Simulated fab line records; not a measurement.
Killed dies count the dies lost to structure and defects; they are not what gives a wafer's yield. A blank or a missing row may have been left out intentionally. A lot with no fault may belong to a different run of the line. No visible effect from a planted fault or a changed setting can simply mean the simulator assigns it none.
fab line records -- flow sky130
record: lots: 11, wafers: 33, last-day: 50
route steps=708 shown VT_ADJUST_HVTP@95 VT_ADJUST_LVTN@115 VT_ADJUST_NCORE@127 SONOS_ONO@168 PAD_OPEN@708
lots that met no fault: taken from a fault-free run of the same line
start-h: hours from the record's first day to the start of the lot's first wafer shown -- wait-h: time in hours since the lot's previous step -- " unchanged from the row above -- L1.1+2: one row covering several wafers at once -- - no value present, or no start provided -- * or withheld: withheld -- < > ~ a bound
route shown NAME@n: NAME is a module with steps in the file, n the number in the route of the first one -- usual: average and standard deviation across the fault-free wafers -- same: alike in all rows -- chamber/n: place in a boat -- sites: the reading at each site -- _std_site: their standard deviation -- _edge_site: inner sites' mean taken away from outer sites' mean -- radius-mm: how far each site lies from the wafer's centre -- mask NAME#n: copy n -- behind: the last tool/chamber to shape the wafer -- hold: why the lot was held/for how many hours/how that ended -- device: names the non-switching transistor (n, p or np) -- end of line: the same wafers' tests at the end of the route -- for a step that has no rows: nothing shown but its recipe -- killed: dies that structure and defects cost at the first sort, which is not the same as the wafer's yield -- map: shows each die of a wafer: x if killed, . if not, _ if none is there
set.NAME: the setting that was run; set.NAME@STEP: the one run at that earlier step -- model.NAME: the simulator's own value behind a step, which no gauge read
the route's steps for a sample of lots (tables are steps, rows are wafers)
services: the hour from which a tool's chamber was out of use, counted from the record's first day as start-h (under 0 if before that day), plus the number of hours and why
== steps ==
step: SKY_VT_ADJUST_HVTP_STRIP_10
recipe: chemistry: O2/N2, power-w: 1400, pressure-mtorr: 1500, platen-temp-c: withheld, o2-flow-sccm: 3000, n2-flow-sccm: 300, overash-fraction: 0.5
usual: drypump-motor-current-A: 5.9/0.64, n2-flow-sccm: 299.9/0.88, oes-product-au: 0.716/0.0045, strip-time-to-endpoint-s: 14.08/0.039
lot.wafer,tool,chamber,start-h,wait-h,drypump-motor-current-A,n2-flow-sccm,oes-product-au,rf-hours-counter-h,strip-time-to-endpoint-s
L800.4,plasma-asher-01,1,132.15,0.1,5.0,300.2,0.719,-,14.01
L800.5,plasma-asher-01,1,132.15,0.1,5.0,299.6,0.712,-,14.02
L800.6,plasma-asher-01,0,132.15,0.1,5.4,301.2,0.718,-,14.00
L801.1,plasma-asher-01,1,133.03,0.1,5.0,299.8,0.718,33,14.03
L801.3,plasma-asher-01,0,133.03,0.1,5.4,299.8,0.713,-,14.01
L801.5,plasma-asher-01,1,133.03,0.1,5.0,300.7,0.715,-,14.01
L802.3,plasma-asher-04,0,141.40,0.1,6.6,300.3,0.715,-,14.07
L802.5,plasma-asher-04,1,141.40,0.1,6.1,300.2,0.715,-,14.04
L802.6,plasma-asher-04,0,141.40,0.1,6.7,299.5,0.714,-,14.03
L803.1,plasma-asher-02,1,145.73,0.1,6.7,299.8,0.718,47,14.05
L803.4,plasma-asher-02,0,145.73,0.1,5.5,300.5,0.710,-,14.06
L803.5,plasma-asher-02,0,145.73,0.1,5.5,300.5,0.726,-,14.04
L805.2,plasma-asher-02,1,159.53,0.1,6.7,298.5,0.707,48,14.11
L805.3,plasma-asher-02,0,159.53,0.1,5.5,301.7,0.718,-,14.13
L805.6,plasma-asher-02,0,159.53,0.1,5.5,301.3,0.715,-,14.13
L809.1,plasma-asher-04,0,185.12,0.1,6.7,300.3,0.715,5,14.11
L809.5,plasma-asher-04,0,185.12,0.1,6.7,298.9,0.717,-,14.10
L809.6,plasma-asher-04,1,185.12,0.1,6.1,300.5,0.715,-,14.11
L810.1,plasma-asher-01,1,194.42,0.1,5.0,300.4,0.718,39,14.14
L810.5,plasma-asher-01,0,194.42,0.1,5.4,300.6,0.717,-,14.11
L810.6,plasma-asher-01,1,194.42,0.1,5.0,300.3,0.715,-,14.06
L812.2,plasma-asher-04,0,203.28,0.1,6.7,301.4,0.718,7,14.06
L812.3,plasma-asher-04,1,203.28,0.1,6.1,300.9,0.725,-,14.07
L812.5,plasma-asher-04,1,203.28,0.1,6.1,299.4,0.718,-,14.09
L817.1,plasma-asher-04,1,234.62,0.1,6.1,300.2,0.721,10,14.09
L817.5,plasma-asher-04,1,234.62,0.1,6.0,300.5,0.718,-,14.12
L817.6,plasma-asher-04,0,234.62,0.1,6.6,299.8,0.718,-,14.09
L821.2,plasma-asher-01,1,264.83,0.1,5.0,299.4,0.717,46,14.04
L821.3,plasma-asher-01,0,264.83,0.1,5.4,300.4,0.716,-,14.04
L821.5,plasma-asher-01,0,264.83,0.1,5.4,300.0,0.716,-,14.01
L822.1,plasma-asher-02,0,271.60,0.1,5.5,301.0,0.718,58,14.02
L822.5,plasma-asher-02,0,271.60,0.1,5.5,301.4,0.721,-,14.05
L822.6,plasma-asher-02,1,271.60,0.1,6.7,297.4,0.713,-,14.03
step: SKY_VT_ADJUST_LVTN_OVL_MEAS_18
usual: VT_ADJUST_LVTN_01_OVL: -0.1/1.4
lot.wafer,tool,chamber,start-h,wait-h,VT_ADJUST_LVTN_01_OVL[nm]
L800.4,overlay-02,-,171.63,0.1,-2.4
L800.5,overlay-02,-,171.63,0.1,-3.4
L800.6,overlay-02,-,171.63,0.1,-2.3
L801.1,overlay-01,-,172.78,0.1,2.3
L801.3,overlay-01,-,172.78,0.1,0.7
L801.5,overlay-01,-,172.78,0.1,2.8
L802.3,overlay-01,-,181.33,0.1,0.6
L802.5,overlay-01,-,181.33,0.1,0.0
L802.6,overlay-01,-,181.33,0.1,-0.5
L803.1,overlay-02,-,186.11,0.1,-1.2
L803.4,overlay-02,-,186.11,0.1,1.7
L803.5,overlay-02,-,186.11,0.1,1.2
L805.2,overlay-01,-,202.61,0.1,-0.9
L805.3,overlay-01,-,202.61,0.1,-0.7
L805.6,overlay-01,-,202.61,0.1,-1.8
L809.1,overlay-01,-,230.76,0.1,1.9
L809.5,overlay-01,-,230.76,0.1,0.5
L809.6,overlay-01,-,230.76,0.1,1.5
L810.1,overlay-01,-,239.86,0.1,1.1
L810.5,overlay-01,-,239.86,0.1,1.6
L810.6,overlay-01,-,239.86,0.1,2.3
L812.2,overlay-01,-,249.63,0.1,0.0
L812.3,overlay-01,-,249.63,0.1,1.7
L812.5,overlay-01,-,249.63,0.1,0.7
L817.1,overlay-02,-,279.91,0.1,-0.4
L817.5,overlay-02,-,279.91,0.1,-1.2
L817.6,overlay-02,-,279.91,0.1,-1.1
L821.2,overlay-01,-,315.81,0.1,1.7
L821.3,overlay-01,-,315.81,0.1,0.7
L821.5,overlay-01,-,315.81,0.1,2.2
L822.1,overlay-02,-,321.41,0.1,-3.0
L822.5,overlay-02,-,321.41,0.1,0.2
L822.6,overlay-02,-,321.41,0.1,-1.1
step: SKY_VT_ADJUST_NCORE_OVL_MEAS_08
usual: VT_ADJUST_NCORE_OVL: -0.3/1.6
lot.wafer,tool,chamber,start-h,wait-h,VT_ADJUST_NCORE_OVL[nm]
L800.4,overlay-02,-,192.41,0.1,-0.3
L800.5,overlay-02,-,192.41,0.1,-1.1
L800.6,overlay-02,-,192.41,0.1,-0.3
L801.1,overlay-02,-,193.43,0.1,-3.2
L801.3,overlay-02,-,193.43,0.1,-1.2
L801.5,overlay-02,-,193.43,0.1,-2.8
L802.3,overlay-01,-,202.55,0.1,0.2
L802.5,overlay-01,-,202.55,0.1,1.7
L802.6,overlay-01,-,202.55,0.1,0.7
L803.1,overlay-02,-,208.15,0.1,-1.4
L803.4,overlay-02,-,208.15,0.1,-1.9
L803.5,overlay-02,-,208.15,0.1,-3.2
L805.2,overlay-02,-,226.18,0.1,-0.3
L805.3,overlay-02,-,226.18,0.1,-0.4
L805.6,overlay-02,-,226.18,0.1,-2.7
L809.1,overlay-02,-,253.93,0.1,-0.1
L809.5,overlay-02,-,253.93,0.1,-0.5
L809.6,overlay-02,-,253.93,0.1,-1.6
L810.1,overlay-02,-,263.64,0.1,2.5
L810.5,overlay-02,-,263.64,0.1,1.3
L810.6,overlay-02,-,263.64,0.1,2.4
L812.2,overlay-01,-,273.74,0.1,1.4
L812.3,overlay-01,-,273.74,0.1,1.8
L812.5,overlay-01,-,273.74,0.1,2.1
L817.1,overlay-01,-,305.78,0.1,0.3
L817.5,overlay-01,-,305.78,0.1,0.0
L817.6,overlay-01,-,305.78,0.1,-2.2
L821.2,overlay-02,-,341.84,0.1,-0.5
L821.3,overlay-02,-,341.84,0.1,-0.6
L821.5,overlay-02,-,341.84,0.1,0.5
L822.1,overlay-01,-,348.18,0.1,1.4
L822.5,overlay-01,-,348.18,0.1,-1.0
L822.6,overlay-01,-,348.18,0.1,0.5
step: SKY_SONOS_ONO_OXIDATION_00
recipe: temp-c: 800, ambient: O2, idle-temp-c: 700, ramp-up-c-per-min: 10, ramp-down-c-per-min: 3, stabilise-s: 600, purge-s: 300, target-thk-a: 26, ox-time-s: 1249
usual: spike-tc-bottom-C: 821.9/2.3, spike-tc-centre-C: 799.2/1.7, spike-tc-lower-C: 800.8/1.1, spike-tc-top-C: 808.8/3, spike-tc-upper-C: 801.8/1.7, tube-center-temp-C: 800/0.067, tube_center_temp_C_max: 802.1/0.36, zone-power-centre-pct: 15.30/0.29
lot.wafer,tool,chamber,start-h,wait-h,spike-tc-bottom-C,spike-tc-centre-C,spike-tc-lower-C,spike-tc-top-C,spike-tc-upper-C,tube-center-temp-C,tube_center_temp_C_max,zone-power-centre-pct
L800.4,furnace-02,0,261.67,0.0,818.8,797.9,800.5,807.0,801.0,800.05,802.0,15.31
L800.5,furnace-02,0,261.67,0.0,819.8,796.5,799.7,806.3,800.0,799.98,802.0,15.73
L800.6,furnace-02,0,261.67,0.0,820.5,798.8,799.5,805.4,799.4,800.17,802.4,15.17
L801.1,furnace-02,0,264.41,0.5,822.0,799.0,801.7,805.5,799.5,799.97,802.5,15.53
L801.3,furnace-02,0,264.41,0.5,821.3,797.4,800.4,805.7,799.6,799.95,802.0,15.55
L801.5,furnace-02,0,264.41,0.5,820.5,798.8,799.3,805.0,800.3,800.09,802.2,15.54
L802.3,furnace-01,0,273.64,0.0,824.8,800.8,801.2,810.3,803.8,799.99,801.7,15.02
L802.5,furnace-01,0,273.64,0.0,823.6,798.6,804.4,812.4,800.7,799.92,802.4,15.06
L802.6,furnace-01,0,273.64,0.0,823.6,801.6,800.0,812.6,803.3,799.99,802.3,14.90
L803.1,furnace-01,0,279.81,0.0,825.8,801.1,801.5,810.9,804.4,800.01,803.0,14.89
L803.4,furnace-01,0,279.81,0.0,822.1,800.9,802.5,812.3,804.1,800.01,801.7,15.02
L803.5,furnace-01,0,279.81,0.0,825.7,801.1,800.7,810.4,802.1,799.98,801.9,14.95
L805.2,furnace-01,0,298.53,0.0,822.3,800.0,799.6,812.0,803.3,800.06,802.2,14.83
L805.3,furnace-01,0,298.53,0.0,822.7,800.6,802.3,811.4,803.1,799.97,802.6,15.20
L805.6,furnace-01,0,298.53,0.0,823.8,801.3,801.7,811.4,802.1,800.01,801.7,15.04
L809.1,furnace-02,0,335.95,4.6,846.5,826.0,827.8,832.3,827.6,826.69,828.5,16.53
L809.5,furnace-02,0,335.95,4.6,846.5,824.9,825.9,831.4,825.0,826.53,828.6,16.67
L809.6,furnace-02,0,335.95,4.6,846.8,823.5,826.5,833.5,826.2,826.58,828.7,16.71
L810.1,furnace-02,0,341.49,0.0,844.7,824.8,827.9,832.7,827.6,826.62,829.3,16.77
L810.5,furnace-02,0,341.49,0.0,845.8,824.3,825.8,832.6,826.9,826.61,828.4,16.55
L810.6,furnace-02,0,341.49,0.0,847.6,825.4,826.1,830.4,827.4,826.58,828.5,16.77
L812.2,furnace-02,0,351.80,0.0,847.4,823.1,827.5,831.1,827.3,826.55,828.8,16.45
L812.3,furnace-02,0,351.80,0.0,847.3,821.8,826.6,833.3,825.9,826.52,829.0,16.84
L812.5,furnace-02,0,351.80,0.0,846.2,824.7,827.2,831.7,827.2,826.57,828.2,16.93
L817.1,furnace-01,0,389.81,1.0,822.7,800.6,801.3,811.1,803.9,799.99,802.0,15.04
L817.5,furnace-01,0,389.81,1.0,825.1,801.9,800.7,811.2,802.8,800.1,802.0,15.06
L817.6,furnace-01,0,389.81,1.0,824.3,801.2,800.3,810.1,802.0,800.03,802.0,14.87
L821.2,furnace-02,0,429.34,0.0,820.5,797.7,800.4,805.9,800.1,799.98,802.0,15.55
L821.3,furnace-02,0,429.34,0.0,820.8,798.6,802.2,806.0,801.9,800.07,802.3,15.83
L821.5,furnace-02,0,429.34,0.0,820.5,798.1,800.9,807.7,800.2,799.99,802.0,15.61
L822.1,furnace-01,0,438.59,0.0,824.6,798.4,799.9,811.2,803.1,800.01,801.7,14.98
L822.5,furnace-01,0,438.59,0.0,823.4,799.5,800.0,812.4,802.4,800.02,802.4,15.09
L822.6,furnace-01,0,438.59,0.0,824.6,802.0,799.3,812.0,803.5,799.98,802.8,14.98
step: SKY_SONOS_ONO_THK_MEAS_01
recipe: reads: SiO2_of_SONOS_ONO_OXIDATION_00
usual: SONOS_ONO_OXIDATION_THK: 2.60/0.052
lot.wafer,tool,chamber,start-h,wait-h,hold,SONOS_ONO_OXIDATION_THK[nm]
L800.4,film-metro-03,-,263.04,0.0,-,2.63
L800.5,film-metro-03,-,263.04,0.0,-,2.59
L800.6,film-metro-03,-,263.04,0.0,-,2.59
L801.1,film-metro-03,-,265.75,0.0,-,2.58
L801.3,film-metro-03,-,265.75,0.0,-,2.64
L801.5,film-metro-03,-,265.75,0.0,-,2.63
L802.3,film-metro-04,-,275.01,0.0,-,2.50
L802.5,film-metro-04,-,275.01,0.0,-,2.62
L802.6,film-metro-04,-,275.01,0.0,-,2.60
L803.1,film-metro-04,-,281.15,0.0,-,2.59
L803.4,film-metro-04,-,281.15,0.0,-,2.61
L803.5,film-metro-04,-,281.15,0.0,-,2.54
L805.2,film-metro-04,-,299.89,0.0,-,2.62
L805.3,film-metro-04,-,299.89,0.0,-,2.63
L805.6,film-metro-04,-,299.89,0.0,-,2.61
L809.1,film-metro-01,-,337.30,0.0,await-dispo/0.2h/release,3.76
L809.5,film-metro-01,-,337.30,0.0,await-dispo/0.2h/release,3.75
L809.6,film-metro-01,-,337.30,0.0,await-dispo/0.2h/release,3.81
L809.1,film-metro-01,-,337.52,0.2,-,3.81
L809.5,film-metro-01,-,337.52,0.2,-,3.76
L809.6,film-metro-01,-,337.52,0.2,-,3.76
L810.1,film-metro-03,-,342.83,0.0,await-dispo/0.2h/release,3.79
L810.5,film-metro-03,-,342.83,0.0,await-dispo/0.2h/release,3.71
L810.6,film-metro-03,-,342.83,0.0,await-dispo/0.2h/release,3.76
L810.1,film-metro-03,-,343.06,0.2,-,3.78
L810.5,film-metro-03,-,343.06,0.2,-,3.75
L810.6,film-metro-03,-,343.06,0.2,-,3.74
L812.2,film-metro-03,-,353.16,0.0,await-dispo/0.2h/release,3.71
L812.3,film-metro-03,-,353.16,0.0,await-dispo/0.2h/release,3.72
L812.5,film-metro-03,-,353.16,0.0,await-dispo/0.2h/release,3.74
L812.2,film-metro-03,-,353.38,0.2,-,3.67
L812.3,film-metro-03,-,353.38,0.2,-,3.69
L812.5,film-metro-03,-,353.38,0.2,-,3.71
L817.1,film-metro-04,-,391.16,0.0,-,2.64
L817.5,film-metro-04,-,391.16,0.0,-,2.55
L817.6,film-metro-04,-,391.16,0.0,-,2.57
L821.2,film-metro-03,-,430.70,0.0,-,2.53
L821.3,film-metro-03,-,430.70,0.0,-,2.59
L821.5,film-metro-03,-,430.70,0.0,-,2.57
L822.1,film-metro-04,-,439.94,0.0,-,2.60
L822.5,film-metro-04,-,439.94,0.0,-,2.58
L822.6,film-metro-04,-,439.94,0.0,-,2.59
step: SKY_PAD_OPEN_PROBE_99
usual: killed_at_M0_to_M3: 44/7.9, killed_at_M4_up: 3.1/2, killed-at-contacts: 23/4.9, killed-at-front-end: 15/3.9, killed-at-other: 0.2/0.49, killed-dies: 86/10, killed-open: 47/7.1, killed-short: 39/7.1
same: gross-dies: 492, killed-at-back-side: 0
lot.wafer,tool,chamber,start-h,wait-h,killed_at_M0_to_M3,killed_at_M4_up,killed-at-contacts,killed-at-front-end,killed-at-other,killed-dies,killed-open,killed-short
L809.1,prober-02,-,1142.61,0.1,70,5,17,16,0,108,63,45
L809.5,prober-02,-,1142.81,0.2,50,3,22,13,0,88,36,52
L809.6,prober-02,-,1142.86,0.2,48,1,23,16,1,89,46,43
L810.1,prober-01,-,1142.82,0.1,45,3,24,11,1,84,46,37
L810.5,prober-01,-,1143.02,0.2,44,5,24,16,0,89,44,44
L810.6,prober-01,-,1143.07,0.2,39,0,23,16,0,78,52,26
L812.2,prober-01,-,1149.86,0.1,47,4,27,10,0,88,46,42
L812.3,prober-01,-,1149.91,0.2,53,2,18,12,0,85,48,37
L812.5,prober-01,-,1150.01,0.2,42,2,25,14,0,83,57,26
killed by level:class
L809.1 VIA1:geometric-particle:open=17 VIA2:geometric-particle:open=14 VIA1:geometric-particle:short=10 VIA3:geometric-particle:open=8 METAL2:geometric-particle:short=8 CONTACT:geometric-particle:open=7 POLY_GATE:geometric-particle:open=6 POLY_GATE:geometric-particle:short=4
L809.5 VIA1:geometric-particle:open=7 METAL1:geometric-particle:short=7 METAL2:geometric-particle:short=7 LI_CONTACT:geometric-particle:open=6 CONTACT:geometric-particle:open=6 POLY_GATE:geometric-particle:short=5 VIA1:geometric-particle:short=5 VIA2:geometric-particle:short=5
L810.1 CONTACT:geometric-particle:open=10 VIA1:geometric-particle:open=10 VIA3:geometric-particle:open=10 LI_CONTACT:geometric-particle:open=6 METAL1:geometric-particle:short=6 CONTACT:geometric-particle:short=5 VIA1:geometric-particle:short=5 FIELD_ISO:geometric-particle:open=4
L809.6 VIA1:geometric-particle:open=11 CONTACT:geometric-particle:open=10 METAL1:geometric-particle:short=6 VIA2:geometric-particle:open=6 VIA1:geometric-particle:short=6 METAL2:geometric-particle:short=5 VIA2:geometric-particle:short=5 LOCAL_INTERCONNECT:geometric-particle:short=5
L810.5 VIA1:geometric-particle:open=12 CONTACT:geometric-particle:short=8 VIA1:geometric-particle:short=8 FIELD_ISO:geometric-particle:short=7 CONTACT:geometric-particle:open=7 FIELD_ISO:geometric-particle:open=6 VIA3:geometric-particle:short=5 VIA3:geometric-particle:open=5
L810.6 VIA3:geometric-particle:open=10 VIA1:geometric-particle:open=9 CONTACT:geometric-particle:open=8 FIELD_ISO:geometric-particle:open=7 CONTACT:geometric-particle:short=5 LI_CONTACT:geometric-particle:open=4 METAL1:geometric-particle:short=4 METAL2:geometric-particle:short=4
L812.2 CONTACT:geometric-particle:open=12 VIA1:geometric-particle:open=10 VIA2:geometric-particle:open=9 METAL2:geometric-particle:short=8 LOCAL_INTERCONNECT:geometric-particle:short=7 VIA3:geometric-particle:open=5 VIA2:geometric-particle:short=5 FIELD_ISO:geometric-particle:open=4
L812.3 VIA1:geometric-particle:open=13 CONTACT:geometric-particle:open=8 VIA3:geometric-particle:open=6 VIA2:geometric-particle:open=6 FIELD_ISO:geometric-particle:short=5 CONTACT:geometric-particle:short=5 VIA1:geometric-particle:short=5 METAL2:geometric-particle:short=5
L812.5 CONTACT:geometric-particle:open=15 VIA1:geometric-particle:open=13 VIA3:geometric-particle:open=7 POLY_GATE:geometric-particle:open=5 CONTACT:geometric-particle:short=5 VIA2:geometric-particle:open=5 VIA1:geometric-particle:short=4 VIA2:geometric-particle:short=4
== services ==
tool,chamber,start-h,hours,kind
plasma-asher-04,-,118.45,9.0,pm
plasma-asher-04,0,118.45,9.0,vent-cycle
plasma-asher-04,1,118.45,9.0,vent-cycle
plasma-asher-04,0,127.45,-,clean
plasma-asher-04,1,127.45,-,clean
furnace-01,-,145.52,3.6,pm
furnace-02,-,163.12,3.6,pm
plasma-asher-04,-,177.69,2.6,repair
furnace-01,-,219.41,3.9,pm
furnace-02,-,223.61,2.9,pm
plasma-asher-02,-,256.13,7.1,repair
furnace-02,-,296.09,4.8,repair
plasma-asher-04,-,306.27,1.4,repair
furnace-01,-,311.67,11.1,pm
furnace-01,-,322.81,4.2,pm
furnace-02,-,327.49,3.4,pm
plasma-asher-01,-,327.62,1.0,repair
furnace-02,-,332.23,3.7,pm
plasma-asher-02,-,372.87,12.5,repair
plasma-asher-04,-,406.08,2.8,pm
plasma-asher-02,-,419.46,2.7,repair
plasma-asher-04,-,430.45,1.0,repair
== key ==
first-sign: step: SKY_SONOS_ONO_OXIDATION_00, reading: tube-center-temp-C, direction: up, sigmas: 99+, usual: *, struck: *
effect: step: SKY_SONOS_ONO_OXIDATION_00, reading: tube_center_temp_C_max, direction: up, sigmas: 73, usual: *, struck: *
effect: step: SKY_SONOS_ONO_THK_MEAS_01, reading: visit, direction: added
effect: step: SKY_SONOS_ONO_THK_MEAS_01, reading: SONOS_ONO_OXIDATION_THK, direction: up, sigmas: 22, usual: 2.60, struck: 3.75
met-at SKY_SONOS_ONO_OXIDATION_00
struck-lots L809,L810,L812
tester-left-out L809,L810,L812
not-acting-at SKY_VT_ADJUST_HVTP_STRIP_10,SKY_VT_ADJUST_LVTN_OVL_MEAS_18,SKY_VT_ADJUST_NCORE_OVL_MEAS_08
onset-between 264.41 335.95
fault: kind: process-parameter-drift, tool: furnace-02, chamber: -, onset-h: 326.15, steps: SKY_SONOS_ONO_OXIDATION_00, channel: temp-c, offset: *, shape: step, end-h: 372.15, acts-in: *, stated: *
tester-left-out: of these lots the tester's yield and bins aren't shown, on N5 and GAA mostly nor the transistor test; their killed dies are dies lost to structure and defects alone, not to doping, threshold or leakage, so they don't give the yield
